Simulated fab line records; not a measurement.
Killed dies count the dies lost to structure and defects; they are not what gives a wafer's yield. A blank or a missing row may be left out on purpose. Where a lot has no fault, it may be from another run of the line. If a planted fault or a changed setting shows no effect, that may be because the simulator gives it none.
A struck lot beside a sound one    flow sky130    21 steps out of a route of 708
Sound: the wafers L308.1, L308.2, L308.5. The struck wafers were L315.3, L315.5, L315.6. Last of all comes the cause.
Each step with rows lists, per side, the tool, then ch with its chambers, then its first start. Under that, the readings that differ: sound wafers    struck wafers    difference of the means    sigmas: that difference in standard deviations of wafers without a fault.
alike: readings with means less than 2 such deviations apart, plus words and numbers identical on both sides. not compared: withheld readings, readings lacking a value on some wafer, bounds such as >300 that could conceal the same value, and numbers that have no deviation in the record and whose values overlap.
A row with sigmas, a row that says differs or no value, or rows on one side alone: a step with any of these is where the two part. Numbers that don't overlap but have no deviation are shown without sigmas and don't part them. A reading missing from all wafers of one side parts the sides only when that side holds two or more wafers.

first, 3 steps without rows for these wafers: SKY_POLY_CUT_EXPOSE_05 (exposes mask NPCM, target cd 270 nm); SKY_POLY_CUT_PEB_06; SKY_POLY_CUT_DEVELOP_07 (develop time 60 s).
SKY_POLY_CUT_CD_MEAS_08: target cd 270 nm.
  sound on cd_sem-02, day 26 19:02; struck on cd_sem-02, day 28 16:13
  alike: cd_nm
SKY_POLY_CUT_OVL_MEAS_09:
  sound on overlay-01, day 26 19:09; struck on overlay-02, day 28 16:19
  alike: POLY_CUT_OVL
SKY_POLY_CUT_ETCH_10: etches BARC in N2/H2, stops on SiO2, time 45.9 s, target depth 60 nm.
  sound on rie_diel-01 ch 0,1,2, day 26 19:11; struck on rie_diel-02 ch 0,1, day 28 16:20
  alike: drypump_motor_current_A, oes_product_au, throttle_valve_pct
  not compared: rf_hours_counter_h
SKY_POLY_CUT_ETCH_11: etches Si3N4 in CF4/CH2F2/Ar, stops on poly-Si, time 42.5 s, target depth 60 nm.
  sound on rie_diel-01 ch 0,1,2, day 26 19:14; struck on rie_diel-02 ch 0,1, day 28 16:23
  alike: drypump_motor_current_A, oes_product_au, throttle_valve_pct
  not compared: rf_hours_counter_h
SKY_POLY_CUT_STRIP_12: strips in O2/N2.
  sound on plasma_asher-01 ch 0,1, day 26 19:16; struck on plasma_asher-03 ch 0,1, day 28 16:27
  alike: drypump_motor_current_A, oes_product_au, strip_time_to_endpoint_s
  not compared: rf_hours_counter_h
then, 4 steps without rows for these wafers: SKY_SD_P_DEHYDRATE_00 (time 60 s); SKY_SD_P_HMDS_01 (prime time 60 s); SKY_SD_P_COAT_02 (resist thk 1140 nm); SKY_SD_P_SOFTBAKE_03 (time 60 s).
SKY_SD_P_EXPOSE_04: exposes mask PSDM, target cd 380 nm.
  sound on iline_stepper-01 ch 0, day 27 09:10; struck on iline_stepper-01 ch 0, day 29 06:57
reading  sound                 struck                   difference  sigmas
mask     PSDM#0 PSDM#0 PSDM#0  LDNTM#0 LDNTM#0 LDNTM#0  differs     
then, 2 steps without rows for these wafers: SKY_SD_P_PEB_05; SKY_SD_P_DEVELOP_06 (develop time 60 s).
SKY_SD_P_CD_MEAS_07: target cd 380 nm.
  sound on cd_sem-02, day 27 23:47; struck on cd_sem-01, day 29 20:58
reading     sound        struck  difference                     sigmas
cd_nm (nm)  383 383 384  - - -   no value on the struck wafers  
SKY_SD_P_OVL_MEAS_08:
  sound on overlay-02, day 27 23:54; struck on overlay-02, day 29 21:04
reading        sound        struck  difference                     sigmas
SD_P_OVL (nm)  0.9 1.4 3.7  - - -   no value on the struck wafers  
then, 1 step without rows for these wafers: SKY_SD_P_IMPLANT_09.
SKY_SD_P_STRIP_10: strips in O2/N2.
  sound on plasma_asher-03 ch 0,1, day 28 00:05; struck on plasma_asher-01 ch 0,1, day 29 21:16
  alike: drypump_motor_current_A, oes_product_au, strip_time_to_endpoint_s
  not compared: rf_hours_counter_h
SKY_SD_P_TW_MEAS_11:
  sound on film_metro-01, day 28 00:11; struck on film_metro-02, day 29 21:22
reading  sound           struck    difference  sigmas
SD_P_TW  2835 2857 2820  30 30 30  -2807       -99 or more
then, 1 step without rows for these wafers: SKY_RES_XHIGH_DEHYDRATE_00 (time 60 s).

## WHERE THEY PART
At SKY_SD_P_EXPOSE_04 first; at SKY_SD_P_TW_MEAS_11 last (within this record only).

WHY: what had been put in by the simulator
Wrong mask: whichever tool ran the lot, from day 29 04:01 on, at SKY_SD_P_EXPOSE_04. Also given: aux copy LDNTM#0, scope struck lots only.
